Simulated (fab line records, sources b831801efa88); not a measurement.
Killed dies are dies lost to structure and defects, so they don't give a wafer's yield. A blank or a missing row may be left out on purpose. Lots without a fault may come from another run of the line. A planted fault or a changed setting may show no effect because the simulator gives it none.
A struck lot beside a sound one | flow sky130 | 14 steps out of a route of 708
Sound: wafers L678.1, L678.2, L678.3. Struck: wafers L687.4, L687.5, L687.6. The cause comes at the end.
At each step with rows: each side's tool, then ch and its chambers, then its first start. Under that, the readings that differ: sound wafers | struck wafers | difference of the means | sigmas: that difference in standard deviations of wafers without a fault.
alike: readings whose means differ by less than 2 such deviations, and words and numbers that are the same on both sides. not compared: withheld readings, readings that some wafer has no value for, bounds like >300 that may hide the same value, and numbers for which the record gives no deviation and whose values overlap.
The two part at a step that has a row with sigmas, a row that says differs or no value, or rows on one side only. Numbers that don't overlap but have no deviation are shown without sigmas and don't part them. A reading that every wafer of one side lacks parts them only if that side has two wafers or more.

SKY_METAL1_SPUTTER_00: material Ti, target thk 15 nm, time 10 s.
  sound on pvd_sputter-03, day 31 12:21; struck on pvd_sputter-02, day 34 18:18
  alike: cathode_dc_power_W, chamber_pressure_pa, throttle_valve_pct
SKY_METAL1_SPUTTER_01: material TiN, target thk 20 nm, time 16.7 s.
  sound on pvd_sputter-03, day 31 12:22; struck on pvd_sputter-02, day 34 18:19
  alike: cathode_dc_power_W, chamber_pressure_pa, throttle_valve_pct
SKY_METAL1_SPUTTER_02: material AlCu, target thk 250 nm, time 13.3 s.
  sound on pvd_sputter-03, day 31 12:24; struck on pvd_sputter-02, day 34 18:20
  alike: cathode_dc_power_W, chamber_pressure_pa, throttle_valve_pct
SKY_METAL1_SPUTTER_03: material Ti, target thk 5 nm, time 3.3 s.
  sound on pvd_sputter-03, day 31 12:25; struck on pvd_sputter-02, day 34 18:22
  alike: cathode_dc_power_W, chamber_pressure_pa, throttle_valve_pct
SKY_METAL1_SPUTTER_04: material TiN, target thk 70 nm, time 58.3 s.
  sound on pvd_sputter-03, day 31 12:26; struck on pvd_sputter-02, day 34 18:23
  alike: cathode_dc_power_W, chamber_pressure_pa, throttle_valve_pct
SKY_METAL1_RS_MEAS_05: measures by four-point-probe.
  sound on film_metro-03, day 31 12:29; struck on film_metro-03, day 34 18:30
  alike: METAL1_ALCU_RS
SKY_METAL1_THK_MEAS_06: measures by xrf.
  sound on film_metro-03, day 31 12:37; struck on film_metro-03, day 34 18:35
  alike: METAL1_ALCU_THK
then, 5 steps without rows for these wafers: SKY_METAL1_DEHYDRATE_07 (time 60 s); SKY_METAL1_HMDS_08 (prime time 60 s); SKY_METAL1_COAT_09 (resist thk 60 nm); SKY_METAL1_COAT_10 (resist thk 450 nm); SKY_METAL1_SOFTBAKE_11 (time 90 s).
SKY_METAL1_EXPOSE_12: exposes mask MM1, target cd 140 nm.
  sound on krf_scanner-02 ch 0, day 32 03:31; struck on krf_scanner-02, day 35 08:00
  no value came back on the struck wafers for exposure_dose_mJ_cm2, focus_offset_nm (nm); on the sound wafers exposure_dose_mJ_cm2 reads 27.97 27.96 27.96
  alike: mask
then, 1 step without rows for these wafers: SKY_METAL1_PEB_13.

WHERE THEY PART
Only at SKY_METAL1_EXPOSE_12, within this record.

WHY: what the simulator had put in
Skipped step whole: krf_scanner-02, from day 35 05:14 on, at SKY_METAL1_EXPOSE_12. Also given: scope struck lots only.
